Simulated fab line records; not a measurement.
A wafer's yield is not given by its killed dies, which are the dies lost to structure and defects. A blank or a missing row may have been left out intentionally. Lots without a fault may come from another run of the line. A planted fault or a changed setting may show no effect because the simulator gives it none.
The same fault as seen by 2 desks    flow sky130    what lay behind the numbers comes last; until then each desk has only its own

METROLOGY DESK
What the gauges read, lot by lot, whatever tool the lot ran on: means of the sampled wafers that have a number. A lot is out of limits, marked OUT, if its mean lies more than 4 standard deviations from the usual mean; the brackets give that distance.
Columns: A = FIELD_ISO_OXIDATION_00_THK at SKY_FIELD_ISO_THK_MEAS_02, usual 12.06 nm; B = SONOS_ONO_CVD_02_THK at SKY_SONOS_ONO_THK_MEAS_03, usual 10.54 nm
lot   first seen here  A      B
L726  day 1 16:56      11.96  10.78
L727  day 1 22:02      11.69  10.70
L728  day 2 03:32      11.98  10.61
L730  day 2 13:13      12.01  10.72
L731  day 2 18:11      12.21  10.53
L732  day 2 22:44      12.04  10.59
L733  day 3 04:08      12.05  10.73
L738  day 4 04:38      12.20  10.52
L739  day 4 09:38      12.06  10.36
L740  day 4 16:47      12.12  10.42
L741  day 4 21:05      12.19  10.28
L743  day 5 06:40      11.95  10.64
L747  day 6 06:38      11.84  10.49
L748  day 6 10:22      12.17  10.28
Result from this desk: across the 14 lots, nothing is out of limits.

AT THE TOOL OWNER'S DESK: rieDiel-02
The tool's own readings at SKY_FIELD_ISO_ETCH_14 (etches BARC in N2/H2, stops on SiO2, time 45.9 s, target depth 60 nm): means of the sampled wafers that have a number, for each lot that ran on this tool. A lot is out of limits, marked OUT, if its mean lies more than 4 standard deviations from the usual mean; the brackets give that distance.
Columns: A = chamberPressureMTorr at SKY_FIELD_ISO_ETCH_14, usual 29.998 mTorr; B = drypumpMotorCurrentA at SKY_FIELD_ISO_ETCH_14, usual 5.8 A; C = oesProductAu at SKY_FIELD_ISO_ETCH_14, usual 0.854 a.u.; D = runLengthS at SKY_FIELD_ISO_ETCH_14, usual 74.1 s; E = throttleValvePct at SKY_FIELD_ISO_ETCH_14, usual 13.224 %
lot   first seen here  A       B    C                D               E
L726  day 2 10:00      29.992  5.5  0.857            74.4            13.223
L731  day 3 11:43      30.008  5.5  0.854            74.6            13.220
L733  day 3 22:15      30.008  5.6  0.851            74.5            13.225
L738  day 5 00:24      30.042  5.6  0.951 (+22) OUT  55.8 (-34) OUT  13.232
L740  day 5 13:01      29.980  5.6  0.900 (+10) OUT  65.1 (-17) OUT  13.225
This desk's finding: out of limits on L738, L740; first on L738, day 5 00:24 (oesProductAu at SKY_FIELD_ISO_ETCH_14). L726, L731, L733: within limits.

BROUGHT TOGETHER
An alarm could have come from the tool owner's desk at day 5 00:24, on L738, L740.
At the metrology desk, nothing out of limits was observed.
The metrology desk has L738, L740 on record, within its limits.
On rieDiel-02, each named lot ran SKY_FIELD_ISO_ETCH_14.

WHAT THE SIMULATOR PUT IN
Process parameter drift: rieDiel-02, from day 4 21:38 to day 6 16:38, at SKY_FIELD_ISO_ETCH_14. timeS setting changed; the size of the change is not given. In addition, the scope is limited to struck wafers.
Lots struck among those shown: L738, L740.
How many hours passed from the start of the fault until each desk's first out-of-limits reading: the tool owner's desk, 3.
